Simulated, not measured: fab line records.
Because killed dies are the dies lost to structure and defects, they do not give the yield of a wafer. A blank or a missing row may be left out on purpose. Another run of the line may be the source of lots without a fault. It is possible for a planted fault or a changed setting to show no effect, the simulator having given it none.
Struck lot and sound lot, side by side :: flow sky130 :: 15 out of 708 route steps
Sound: these wafers, L327.3, L327.4, L327.5. Struck: wafers L335.4, L335.6 (left out: L335.5, a lot-mate that was not struck); the cause follows at the end.
For every step that has rows: the tool of each side, followed by ch and its chambers, followed by its first start. Under that, the readings that differ: sound wafers :: struck wafers :: difference of the means :: sigmas: that difference in standard deviations of wafers without a fault.
alike: a reading whose means differ by less than 2 such deviations, as well as words and numbers matching on both sides. not compared: withheld readings; readings where some wafer has no value; bounds like >300 that might hide an equal value; numbers whose values overlap and for which the record gives no deviation.
A row with sigmas, a row that says differs or no value, or rows on one side alone: a step with any of these is where the two part. Numbers that don't overlap but have no deviation are shown without sigmas and don't part them. A reading missing from all wafers of one side parts the sides only when that side holds two or more wafers.

SKY_CONTACT_ETCH_17: etches SiO2 in C4F8/O2/Ar, stops on Si3N4, target depth 340 nm.
  sound on rie diel-02 ch 1,3, day 33 13:43; struck on rie diel-02 ch 0,1, day 36 02:59
  alike: bias w, oes product au
SKY_CONTACT_ETCH_18: etches Si3N4 in CHF3/O2, stops on TiN, time 39 s, target depth 75 nm.
  sound: rie diel-02 ch 1,3; struck: rie diel-02 ch 0,1
  alike: bias w, drypump motor current A, oes product au, throttle valve pct
  not compared: rf hours counter h
SKY_CONTACT_STRIP_19: strips in O2/N2.
  sound on plasma asher-03 ch 0,1, day 33 13:50; struck on plasma asher-02 ch 0,1, day 36 03:07
  alike: drypump motor current A, oes product au, strip time to endpoint s
  not compared: rf hours counter h
then, 3 steps without rows for these wafers: SKY_CONTACT_STRIP_20 (strips in post etch residue remover, time 1200 s); SKY_CONTACT_CLEAN_21 (cleans in IPA, time 180 s); SKY_CONTACT_CLEAN_22 (cleans in O3/DIW).
SKY_CONTACT_SPUTTER_23: material TiN, target thk 20 nm, time 80 s.
  sound on pvd sputter-02, day 33 14:26; struck on pvd sputter-01, day 36 03:41
  alike: cathode dc power W, chamber pressure pa, throttle valve pct
then, 1 step without rows for these wafers: SKY_CONTACT_CVD_24 (deposits W, target thk 340 nm, time 102.12 s).
SKY_CONTACT_RS_MEAS_25: a four-point-probe measurement.
  sound on film metro-02, day 33 14:39; struck on film metro-02, day 36 03:55
  alike: CONTACT_W_RS
SKY_CONTACT_THK_MEAS_26: measures by xrf.
  sound on film metro-02, day 33 14:45; struck on film metro-02, day 36 04:00
  alike: CONTACT_W_THK
then, 2 steps without rows for these wafers: SKY_CONTACT_CMP_27 (polishes, stops on SiO2, t overpolish 15 s, target thk 0 nm); SKY_METAL1_SPUTTER_00 (material Ti, target thk 15 nm, time 10 s).
SKY_METAL1_SPUTTER_01: material TiN, target thk 20 nm, time 16.7 s.
  sound on pvd sputter-04, day 33 15:07; struck on pvd sputter-04, day 36 04:21
reading: cathode dc power W (W)
sound: 6501.1 6498.5 6500.7
struck: 8037.2 8040.5
difference: +1538.8
sigmas: +99 or more

reading: model.TiN_of_METAL1_SPUTTER_01.thk nm (nm)
sound: 20.09 20.17 20.24
struck: 24.68 24.67
difference: +4.51
sigmas: 
  alike: chamber pressure pa, throttle valve pct
SKY_METAL1_SPUTTER_02: material AlCu, target thk 250 nm, time 13.3 s.
  sound on pvd sputter-04, day 33 15:08; struck on pvd sputter-04, day 36 04:23
  alike: cathode dc power W, chamber pressure pa, throttle valve pct
-- the record jumps here: 13 days lie between the struck wafers' starts before and after (it left off in module METAL1 and takes up again in module PAD_OPEN, whose first step shown is number 708 of the route) --
SKY_PAD_OPEN_PROBE_99:
  sound on prober-01, day 47 15:50; struck on prober-01, day 49 12:16
reading: defect limited yield (%)
sound: 78.5 80.9 80.1
struck: 83.7 85.8
difference: +4.9
sigmas: +2

reading: killed dies
sound: 106 94 98
struck: 80 70
difference: -24
sigmas: -2

reading: killed open
sound: 56 48 55
struck: 37 33
difference: -18
sigmas: -2

reading: sort n pass
sound: 386 398 394
struck: 412 422
difference: +24
sigmas: +2

reading: sort yield pct (%)
sound: 78.5 80.9 80.1
struck: 83.7 85.8
difference: +4.9
sigmas: +2
  alike: killed_at_M0_to_M3, killed_at_M4_up, killed at contacts, killed at front end, killed at other, killed short, sort_bin_3_pad_short, sort_bin_5_function, sort_bin_6_memory

== WHERE THEY PART ==
First at SKY_METAL1_SPUTTER_01; last, within this record, at SKY_PAD_OPEN_PROBE_99.

WHY: what had been put in by the simulator
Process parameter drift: pvd sputter-04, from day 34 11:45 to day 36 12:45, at SKY_METAL1_SPUTTER_01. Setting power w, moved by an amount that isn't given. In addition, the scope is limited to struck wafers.
